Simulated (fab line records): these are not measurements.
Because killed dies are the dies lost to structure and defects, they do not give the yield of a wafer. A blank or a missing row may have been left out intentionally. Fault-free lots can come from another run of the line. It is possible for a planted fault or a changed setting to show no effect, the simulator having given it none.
One fault through the eyes of 2 desks || flow gf180mcu || what lay behind the numbers comes last; until then each desk has only its own

DESK OF THE TOOL OWNER: litho_track-03
At GF_STI_SOFTBAKE_08 (time 60 s), the tool's own readings, given per lot that ran on this tool as the mean of the sampled wafers with a number. Marked OUT: a lot whose mean sits more than 4 standard deviations from the usual mean, which makes it out of limits; the brackets give that distance.
Columns: A = heater_power_total_W at GF_STI_SOFTBAKE_08, usual 93.06 W; B = plate_temp_C at GF_STI_SOFTBAKE_08, usual 130.02 C; C = resist_line_temp_C at GF_STI_SOFTBAKE_08, usual 23.01 C
{"lot": "L851", "first seen here": "day 2 11:20", "A": 93.07, "B": 129.94, "C": 23.04}
{"lot": "L859", "first seen here": "day 4 05:20", "A": "97.87 (+92) OUT", "B": "135.19 (+37) OUT", "C": 23.12}
{"lot": "L860", "first seen here": "day 4 09:23", "A": "97.84 (+92) OUT", "B": "135.18 (+37) OUT", "C": 23.04}
This desk's finding: out of limits on L859, L860; first on L859, day 4 05:20 (heater_power_total_W at GF_STI_SOFTBAKE_08). L851 stayed within limits.

AT THE METROLOGY DESK
What the gauges read for every lot (on any tool): the sampled wafers with a number, averaged. Marked OUT: a lot whose mean sits more than 4 standard deviations from the usual mean, which makes it out of limits; the brackets give that distance.
Columns: A = cd_nm at GF_STI_CD_MEAS_12, usual 219.8 nm; B = HV_LDD_02_OVL at GF_HV_LDD_OVL_MEAS_32, usual -0.3 nm; C = V1_W_RS at GF_V1_RS_MEAS_24, usual 0.328 ohm/sq
{"lot": "L848", "first seen here": "day 2 01:10", "A": 218.5, "B": -0.0, "C": 0.328}
{"lot": "L849", "first seen here": "day 2 06:59", "A": 222.0, "B": 0.5, "C": 0.328}
{"lot": "L850", "first seen here": "day 2 11:22", "A": 221.4, "B": -0.3, "C": 0.328}
{"lot": "L851", "first seen here": "day 2 17:31", "A": 220.3, "B": -0.6, "C": 0.328}
{"lot": "L859", "first seen here": "day 4 11:47", "A": "203.6 (-14) OUT", "B": -0.2, "C": 0.328}
{"lot": "L860", "first seen here": "day 4 16:19", "A": "202.4 (-15) OUT", "B": -1.6, "C": 0.324}
{"lot": "L862", "first seen here": "day 5 01:02", "A": 220.6, "B": -0.3, "C": 0.331}
{"lot": "L865", "first seen here": "day 5 17:25", "A": 219.7, "B": -1.1, "C": 0.330}
{"lot": "L866", "first seen here": "day 5 23:37", "A": 218.3, "B": 0.6, "C": 0.327}
{"lot": "L868", "first seen here": "day 6 08:41", "A": 219.9, "B": -0.9, "C": 0.326}
{"lot": "L869", "first seen here": "day 6 13:26", "A": 220.3, "B": -1.0, "C": 0.327}
{"lot": "L870", "first seen here": "day 6 18:19", "A": 220.4, "B": 0.3, "C": 0.328}
{"lot": "L871", "first seen here": "day 7 00:12", "A": 220.3, "B": 0.8, "C": 0.325}
This desk's finding: out of limits on L859, L860; first on L859, day 4 11:47 (cd_nm at GF_STI_CD_MEAS_12). L848, L849, L850, L851, L862, L865, L866, L868, L869, L870, L871 stayed within limits.

PUT TOGETHER
The tool owner's desk could have raised an alarm at day 4 05:20, on L859, L860.
At day 4 11:47 the metrology desk could have sounded an alarm, on L859, L860.
Of the lots named, all ran GF_STI_SOFTBAKE_08 on litho_track-03.

WHAT WAS PUT IN BY THE SIMULATOR
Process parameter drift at GF_STI_SOFTBAKE_08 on litho_track-03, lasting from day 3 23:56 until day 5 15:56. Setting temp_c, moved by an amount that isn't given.
Lots struck among those shown: L859, L860.
Fault start to first reading out of limits, in hours, per desk: tool owner, 5; metrology, 12.
